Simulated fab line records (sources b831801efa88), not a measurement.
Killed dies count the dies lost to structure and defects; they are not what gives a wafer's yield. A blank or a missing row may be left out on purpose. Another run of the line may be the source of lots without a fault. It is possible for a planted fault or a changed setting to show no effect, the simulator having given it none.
A struck lot beside a sound one | flow sky130 | 37 steps out of a route of 708
Sound: wafers L811.1, L811.2, L811.6. Struck: wafer L818.5 (left out: L818.1, L818.3 of the same lot, which were not struck); the cause appears at the end.
Per side, at each step with rows, come the tool, then ch with its chambers, and then its first start. Under that, the readings that differ: sound wafers | struck wafers | difference of the means | sigmas: that difference in standard deviations of wafers without a fault.
alike: a reading whose means differ by less than 2 such deviations, as well as words and numbers matching on both sides. not compared: withheld readings; readings where some wafer has no value; bounds like >300 that might hide an equal value; numbers whose values overlap and for which the record gives no deviation.
Wherever a step has rows on one side only, a row that says differs or no value, or a row with sigmas, the two part there. When numbers do not overlap yet have no deviation, they are printed without sigmas and do not part them. Lack of a reading on every wafer of one side parts them only where that side has two or more wafers.

first, 10 steps without rows for these wafers: SKY_VIA2_CLEAN_18 (cleans in IPA, time 180 s); SKY_VIA2_CLEAN_19 (cleans in O3/DIW); SKY_VIA2_SPUTTER_20 (material TiN, target thk 20 nm, time 80 s); SKY_VIA2_CVD_21 (deposits W, target thk 420 nm, time 126.4 s); SKY_VIA2_CMP_24 (polishes, stops on SiO2, t overpolish 20 s, target thk 0 nm); SKY_METAL3_SPUTTER_00 (material Ti, target thk 15 nm, time 10 s); SKY_METAL3_SPUTTER_01 (material TiN, target thk 20 nm, time 16.7 s); SKY_METAL3_SPUTTER_02 (material AlCu, target thk 735 nm, time 39.1 s); SKY_METAL3_SPUTTER_03 (material Ti, target thk 5 nm, time 3.3 s); SKY_METAL3_SPUTTER_04 (material TiN, target thk 70 nm, time 58.3 s).
SKY_CAPM_CVD_00: deposits SiO2, target thk 15.5 nm.
  sound on pecvd-04 ch 0,1,2, day 38 00:56; struck on pecvd-04 ch 1, day 40 06:41
  reading                               | sound            | struck | difference | sigmas
  model.SiO2_of_CAPM_CVD_00.thk-nm (nm) | 15.61 15.4 15.81 | 11.77  | -3.84      |
  alike: heater-power-outer-w, heater-power-w
SKY_CAPM_THK_MEAS_01:
  struck on film-metro-04, day 40 06:43; sound on film-metro-02, day 38 00:58
  reading              | sound             | struck | difference | sigmas
  CAPM_CVD_00_THK (nm) | 15.62 15.42 15.77 | 11.73  | -3.87      | -18
then, 23 steps without rows for these wafers: SKY_CAPM_SPUTTER_02 (material TiN, target thk 200 nm, time 166.7 s); SKY_CAPM_DEHYDRATE_05 (time 60 s); SKY_CAPM_HMDS_06 (prime time 60 s); SKY_CAPM_COAT_07 (resist thk 1140 nm); SKY_CAPM_SOFTBAKE_08 (time 60 s); SKY_CAPM_EXPOSE_09 (exposes mask CAPM, target cd 1000 nm); SKY_CAPM_PEB_10; SKY_CAPM_DEVELOP_11 (develop time 60 s); SKY_CAPM_METAL_ETCH_13 (etches TiN in Cl2/BCl3, stops on SiO2, target depth 220 nm, time 62.9 s); SKY_CAPM_STRIP_14 (strips in O2/N2); SKY_CAPM_STRIP_15 (strips in post etch residue remover, time 1200 s); SKY_CAPM_CLEAN_16 (cleans in IPA, time 180 s); SKY_CAPM_CLEAN_17 (cleans in O3/DIW); SKY_METAL3_DEHYDRATE_05 (time 60 s); SKY_METAL3_HMDS_06 (prime time 60 s); SKY_METAL3_COAT_07 (resist thk 60 nm); SKY_METAL3_COAT_08 (resist thk 1140 nm); SKY_METAL3_SOFTBAKE_09 (time 90 s); SKY_METAL3_EXPOSE_10 (exposes mask MM3, target cd 300 nm); SKY_METAL3_PEB_11; SKY_METAL3_DEVELOP_12 (develop time 60 s); SKY_METAL3_DESCUM_15 (chemistry O2, time 8 s); SKY_METAL3_ETCH_16 (etches BARC in N2/H2, stops on SiO2, time 88.2 s, target depth 60 nm).
-- the record jumps here: 2 days lie between the struck wafers' starts before and after --
SKY_METAL3_ETCH_17: etches SiO2 in C4F8/O2/Ar, stops on TiN, time 3.9 s, target depth 15 nm.
  sound on rie-diel-03 ch 0,2, day 40 03:20; struck on rie-diel-03 ch 2, day 42 07:02
  reading                  | sound             | struck | difference | sigmas
  oes-product-au (a.u.)    | 0.752 0.751 0.763 | 0.664  | -0.091     | -13
  model.etch.depth-nm (nm) | 15.61 15.4 15.81  | 11.77  | -3.84      |
-- the record jumps here: 7 days lie between the struck wafers' starts before and after (it left off in module METAL3 and takes up again in module PAD_OPEN, whose first step shown is number 708 of the route) --
SKY_PAD_OPEN_PROBE_99:
  struck on prober-02, day 48 21:28; sound on prober-01, day 47 01:37
  reading                               | sound               | struck    | difference | sigmas
  defect-limited-yield (%)              | 84.3 85.8 82.5      | 79.7      | -4.5       | -2
  killed_at_M0_to_M3                    | 36 22 45            | 52        | +18        | +3
  killed-dies                           | 77 70 86            | 100       | +22        | +2
  model.etest.tester.sort-n-pass        | 415 422 406         | 237       | -177       |
  model.etest.tester.sort-yield-pct (%) | 84.35 85.77 82.52   | 48.17     | -36.04     |
  model.etest.tester.sort_bin_5_pct (%) | 8.943 8.537 10.16   | 44.92     | +35.71     |
  model.etest.cap-mim.bv-v (V)          | 13.57 13.71 14.56   | 10.73     | -3.22      |
  model.etest.cap-mim.leak-log10-a-cm2  | -8.84 -8.951 -9.057 | -7.712    | +1.237     |
  model.etest.cap-mim.c-ff-um2          | 2.337 2.353 2.297   | 3.085     | +0.756     |
  model.etest.tester.sort_bin_8_pct (%) | 0 0 0               | 1.385e-05 | +1.385e-05 |
  alike: killed_at_M4_up, killed-at-contacts, killed-at-front-end, killed-at-other, killed-open, killed-short

== WHERE THEY PART ==
Last at SKY_PAD_OPEN_PROBE_99 as far as this record goes, first at SKY_CAPM_THK_MEAS_01.

WHY: what had been put in by the simulator
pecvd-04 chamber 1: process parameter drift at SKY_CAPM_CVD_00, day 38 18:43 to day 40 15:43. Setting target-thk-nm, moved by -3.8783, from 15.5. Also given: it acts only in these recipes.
